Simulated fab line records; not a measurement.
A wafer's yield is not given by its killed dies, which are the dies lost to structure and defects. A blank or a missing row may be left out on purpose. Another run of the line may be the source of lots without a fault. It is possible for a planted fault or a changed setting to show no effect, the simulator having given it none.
fab line records | flow gf180mcu | part 2 of 2: steps 28 to 38 of 38
record lots=5 | wafers=15 | lastDay=32
route steps=602 shown MIM@514 M5@526 V5@540
lots that met no fault: from a run of the same line without faults
startH: the number of hours between the record's first day and the start of the first shown wafer of the lot | waitH: hours elapsed since this lot's preceding step | " the same as in the row above | L1.1+2: a single row standing in for several wafers | - no value, or no start given | * or withheld: withheld | < > ~ a bound
route shown NAME@n: NAME is a module with steps in the file, n the number in the route of the first one | usual: average and standard deviation across the fault-free wafers | same: alike in all rows | chamber/n: place in a boat | sites: the reading at each site | _std_site: the values' standard deviation | _edge_site: the outer-site mean with the inner-site mean subtracted | radiusMm: how far each site lies from the wafer's centre | mask NAME#n: copy n | behind: the tool/chamber that last shaped the wafer | hold: why the lot was held/for how many hours/how that ended | device: which transistor (n, p or np) failed to switch | end of line: tests run on the same wafers once the route is complete | step lacking rows: just its recipe | killed: dies that structure and defects cost at the first sort, which is not the same as the wafer's yield | map: a wafer's dies, x killed, . not, _ none there
set.NAME: setting as actually run; set.NAME@STEP: the setting as run at that earlier step | model.NAME: the simulator's own value behind a step, which no gauge read
lots at selected steps of the route; one table per step, one row per wafer
services: when a tool's chamber went out of use (startH, in hours from the record's first day, below 0 if earlier), for how many hours, and the reason
## steps
# step GF_V5_THK_MEAS_01
# recipe reads=SiO2_of_V5_CVD_00
# usual V5_CVD_00_THK=298.7/2.9
lot.wafer | tool         | chamber | startH | waitH | V5_CVD_00_THK[nm]
L074.1    | filmMetro-03 | -       | 607.69 | 0.0   | 299.8
L074.2    | "            | -       | "      | "     | 300.9
L074.5    | "            | -       | "      | "     | 299.1
L078.3    | filmMetro-01 | -       | 640.56 | 0.0   | 299.1
L078.4    | "            | -       | "      | "     | 295.8
L078.6    | "            | -       | "      | "     | 299.5
L079.2    | filmMetro-04 | -       | 649.80 | 0.0   | 293.3
L079.5    | "            | -       | "      | "     | 296.2
L079.6    | "            | -       | "      | "     | 295.2
L085.3    | filmMetro-03 | -       | 689.27 | 0.0   | 298.9
L085.4    | "            | -       | "      | "     | 296.8
L085.5    | "            | -       | "      | "     | 300.9
L089.1    | filmMetro-01 | -       | 714.83 | 0.0   | 297.7
L089.2    | "            | -       | "      | "     | 301.3
L089.6    | "            | -       | "      | "     | 300.5
# step GF_V5_CVD_02
# recipe material=SiO2 | targetThkNm=1450 | precursor=TEOS | tempC=400 | timeS=163.28 | rfW=600
# usual heaterPowerOuterW=347/56 | heaterPowerW=587/80
lot.wafer | tool     | chamber | startH | waitH | heaterPowerOuterW | heaterPowerW
L074.1    | pecvd-02 | 1       | 607.75 | 0.1   | 259               | 422
L074.2    | "        | 0       | "      | "     | 344               | 596
L074.5    | "        | 0       | "      | "     | 393               | 641
L078.3    | pecvd-01 | 0       | 640.60 | 0.0   | 309               | 536
L078.4    | "        | 1       | "      | "     | 411               | 742
L078.6    | "        | 0       | "      | "     | 247               | 447
L079.2    | pecvd-01 | 2       | 649.85 | 0.0   | 348               | 594
L079.5    | "        | 0       | "      | "     | 241               | 457
L079.6    | "        | 1       | "      | "     | 307               | 627
L085.3    | pecvd-01 | 0       | 689.31 | 0.0   | 333               | 583
L085.4    | "        | 2       | "      | "     | 362               | 624
L085.5    | "        | 0       | "      | "     | 238               | 458
L089.1    | pecvd-03 | 0       | 714.89 | 0.1   | 402               | 607
L089.2    | "        | 1       | "      | "     | 374               | 658
L089.6    | "        | 1       | "      | "     | 267               | 521
# step GF_V5_THK_MEAS_03
# recipe reads=SiO2_of_V5_CVD_02
# usual V5_CVD_02_THK=1458/19
lot.wafer | tool         | chamber | startH | waitH | V5_CVD_02_THK[nm]
L074.1    | filmMetro-03 | -       | 607.88 | 0.1   | 1458
L074.2    | "            | -       | "      | "     | 1470
L074.5    | "            | -       | "      | "     | 1481
L078.3    | filmMetro-03 | -       | 640.72 | 0.1   | 1449
L078.4    | "            | -       | "      | "     | 1465
L078.6    | "            | -       | "      | "     | 1468
L079.2    | filmMetro-03 | -       | 649.97 | 0.1   | 1446
L079.5    | "            | -       | "      | "     | 1496
L079.6    | "            | -       | "      | "     | 1472
L085.3    | filmMetro-03 | -       | 689.44 | 0.1   | 1433
L085.4    | "            | -       | "      | "     | 1458
L085.5    | "            | -       | "      | "     | 1486
L089.1    | filmMetro-01 | -       | 715.00 | 0.1   | 1460
L089.2    | "            | -       | "      | "     | 1434
L089.6    | "            | -       | "      | "     | 1463
# step GF_V5_CMP_04
# recipe material=SiO2 | downForcePsi=4 | platenRpm=60 | padVelocityMS=0.94248
# usual motorCurrentA=12.2/1.9 | retainingRingPressureFrac=1.000/0.0055
lot.wafer | tool   | chamber | startH | waitH | motorCurrentA | retainingRingPressureFrac
L074.1    | cmp-02 | 3       | 608.40 | 0.5   | 12.2          | 0.996
L074.2    | "      | 0       | "      | "     | 11.2          | 1.002
L074.5    | "      | 2       | "      | "     | 14.0          | 1.000
L078.4    | cmp-02 | 0       | 640.76 | 0.0   | 10.9          | 1.000
L078.3    | "      | 2       | "      | "     | 14.8          | 0.996
L078.6    | "      | 1       | "      | "     | 9.4           | 0.999
L079.2    | cmp-02 | 3       | 650.17 | 0.2   | 11.7          | 0.999
L079.6    | "      | 0       | "      | "     | 11.6          | 0.994
L079.5    | "      | 1       | "      | "     | 9.3           | 1.005
L085.4    | cmp-01 | 3       | 689.53 | 0.1   | 14.2          | 1.000
L085.3    | "      | 1       | "      | "     | 15.8          | 0.995
L085.5    | "      | 3       | "      | "     | 13.5          | 0.992
L089.2    | cmp-01 | 0       | 715.38 | 0.4   | 12.8          | 0.998
L089.1    | "      | 1       | "      | "     | 14.9          | 0.998
L089.6    | "      | 3       | "      | "     | 13.8          | 0.999
# step GF_V5_BOW_MEAS_05
# recipe mode=bow
# usual V5_BOW=133/9.6
lot.wafer | tool         | chamber | startH | waitH | V5_BOW[um]
L074.1    | filmMetro-01 | -       | 608.60 | 0.1   | 131
L074.2    | "            | -       | "      | "     | 119
L074.5    | "            | -       | "      | "     | 131
L078.3    | filmMetro-04 | -       | 641.10 | 0.2   | 146
L078.4    | "            | -       | "      | "     | 134
L078.6    | "            | -       | "      | "     | 137
L079.2    | filmMetro-03 | -       | 650.34 | 0.1   | 139
L079.5    | "            | -       | "      | "     | 127
L079.6    | "            | -       | "      | "     | 135
L085.3    | filmMetro-03 | -       | 689.82 | 0.1   | 132
L085.4    | "            | -       | "      | "     | 145
L085.5    | "            | -       | "      | "     | 146
L089.1    | filmMetro-03 | -       | 715.63 | 0.1   | 133
L089.2    | "            | -       | "      | "     | 128
L089.6    | "            | -       | "      | "     | 148
# step GF_V5_DEHYDRATE_06
# recipe tempC=200 | timeS=60
# usual heaterPowerTotalW=160.36/0.12
lot.wafer | tool          | chamber | startH | waitH | heaterPowerTotalW
L074.1    | lithoTrack-02 | 0       | 618.48 | 9.9   | 160.34
L074.2    | "             | 0       | "      | "     | 160.43
L074.5    | "             | 0       | "      | "     | 160.38
L078.3    | lithoTrack-02 | 0       | 650.38 | 9.3   | 160.18
L078.4    | "             | 0       | "      | "     | 160.37
L078.6    | "             | 0       | "      | "     | 160.36
L079.2    | lithoTrack-02 | 0       | 659.11 | 8.8   | 160.17
L079.5    | "             | 0       | "      | "     | 160.24
L079.6    | "             | 0       | "      | "     | 160.56
L085.3    | lithoTrack-03 | 0       | 698.63 | 8.8   | 160.52
L085.4    | "             | 0       | "      | "     | 160.18
L085.5    | "             | 0       | "      | "     | 160.57
L089.1    | lithoTrack-01 | 0       | 723.44 | 7.8   | 160.41
L089.2    | "             | 0       | "      | "     | 160.19
L089.6    | "             | 0       | "      | "     | 160.31
# step GF_V5_HMDS_07
# recipe primeTimeS=60 | primeTempC=120
# same primeTimeS=60
lot.wafer  | tool          | chamber | startH | waitH
L074.1+2+5 | lithoTrack-02 | 0       | 618.63 | 0.1
L078.3+4+6 | lithoTrack-02 | 0       | 650.53 | 0.1
L079.2+5+6 | lithoTrack-02 | 0       | 659.26 | 0.1
L085.3+4+5 | lithoTrack-03 | 0       | 698.78 | 0.1
L089.1+2+6 | lithoTrack-01 | 0       | 723.59 | 0.1
# step GF_V5_COAT_08
# recipe resist=BARC | tempC=withheld | timeS=withheld | spinRpm=withheld | resistThkNm=withheld
lot.wafer  | tool          | chamber | startH | waitH
L074.1+2+5 | lithoTrack-02 | 0       | 618.78 | 0.1
L078.3+4+6 | lithoTrack-02 | 0       | 650.68 | 0.1
L079.2+5+6 | lithoTrack-02 | 0       | 659.41 | 0.1
L085.3+4+5 | lithoTrack-03 | 0       | 698.93 | 0.1
L089.1+2+6 | lithoTrack-01 | 0       | 723.74 | 0.1
# step GF_V5_COAT_09
# recipe resist=KrF | spinRpm=withheld | resistThkNm=1000
lot.wafer  | tool          | chamber | startH | waitH
L074.1+2+5 | lithoTrack-02 | 0       | -      | -
L078.3+4+6 | lithoTrack-02 | 0       | -      | -
L079.2+5+6 | lithoTrack-02 | 0       | -      | -
L085.3+4+5 | lithoTrack-03 | 0       | -      | -
L089.1+2+6 | lithoTrack-01 | 0       | -      | -
# step GF_V5_SOFTBAKE_10
# recipe tempC=130 | timeS=60 | resist=KrF
# usual heaterPowerTotalW=93.05/0.063
lot.wafer | tool          | chamber | startH | waitH | heaterPowerTotalW
L074.1    | lithoTrack-02 | 0       | -      | -     | 93.09
L074.2    | "             | 0       | "      | "     | 93.15
L074.5    | "             | 0       | "      | "     | 93.08
L078.3    | lithoTrack-02 | 0       | -      | -     | 93.11
L078.4    | "             | 0       | "      | "     | 92.88
L078.6    | "             | 0       | "      | "     | 93.09
L079.2    | lithoTrack-02 | 0       | -      | -     | 93.00
L079.5    | "             | 0       | "      | "     | 92.99
L079.6    | "             | 0       | "      | "     | 93.09
L085.3    | lithoTrack-03 | 0       | -      | -     | 93.14
L085.4    | "             | 0       | "      | "     | 93.06
L085.5    | "             | 0       | "      | "     | 93.06
L089.1    | lithoTrack-01 | 0       | -      | -     | 93.03
L089.2    | "             | 0       | "      | "     | 93.03
L089.6    | "             | 0       | "      | "     | 93.05
# step GF_V5_EXPOSE_11
# recipe maskId=Via5 | targetCdNm=260 | na=0.68 | sourceShape=conventional | sigmaOuter=0.6 | doseMj=38
# usual focusOffsetNm=-0.1/0.56
lot.wafer | tool          | chamber | startH | waitH | mask   | focusOffsetNm
L074.1    | krfScanner-01 | 0       | -      | -     | Via5#0 | 0.7
L074.2    | "             | 0       | "      | "     | Via5#0 | -0.8
L074.5    | "             | 0       | "      | "     | Via5#0 | -0.4
L078.3    | krfScanner-01 | 0       | -      | -     | Via5#0 | 1.1
L078.4    | "             | 0       | "      | "     | Via5#0 | 0.7
L078.6    | "             | 0       | "      | "     | Via5#0 | 0.7
L079.2    | krfScanner-02 | 0       | -      | -     | Via5#0 | 0.5
L079.5    | "             | 0       | "      | "     | Via5#0 | 0.0
L079.6    | "             | 0       | "      | "     | Via5#0 | -0.3
L085.3    | krfScanner-02 | 0       | -      | -     | Via5#0 | -0.6
L085.4    | "             | 0       | "      | "     | Via5#0 | -0.8
L085.5    | "             | 0       | "      | "     | Via5#0 | -0.9
L089.1    | krfScanner-01 | 0       | -      | -     | Via5#0 | 0.4
L089.2    | "             | 0       | "      | "     | Via5#0 | 0.2
L089.6    | "             | 0       | "      | "     | Via5#0 | 0.0
## services
tool            | chamber | startH | hours | kind
hdpcvd-02       | -       | 565.43 | 2.8   | pm
krfScanner-01   | -       | 567.56 | 1.3   | pm
ilineStepper-01 | -       | 572.35 | 2.7   | repair
krfScanner-02   | -       | 590.05 | 1.0   | pm
krfScanner-02   | -       | 615.94 | 1.3   | pm
wetBench-02     | -       | 621.25 | 5.9   | repair
cmp-02          | -       | 624.80 | 6.6   | pm
krfScanner-01   | -       | 632.58 | 1.0   | pm
pecvd-01        | -       | 636.19 | 1.2   | repair
plasmaAsher-01  | -       | 642.67 | 16.8  | pm
cmp-02          | -       | 648.50 | 1.3   | repair
krfScanner-01   | -       | 653.90 | 0.8   | pm
hdpcvd-02       | -       | 654.14 | 2.8   | repair
krfScanner-02   | -       | 655.57 | 0.8   | pm
hdpcvd-02       | -       | 661.20 | 6.0   | pm
cmp-02          | -       | 666.23 | 5.1   | repair
ilineStepper-01 | -       | 668.96 | 1.7   | pm
pecvd-01        | -       | 673.21 | 0.8   | repair
krfScanner-01   | -       | 680.75 | 40.1  | repair
cmp-02          | -       | 685.59 | 1.4   | repair
ilineStepper-01 | -       | 691.02 | 1.5   | repair
krfScanner-02   | -       | 698.51 | 5.8   | repair
rieMetal-01     | -       | 706.82 | 1.0   | repair
krfScanner-02   | -       | 720.83 | 3.6   | pm
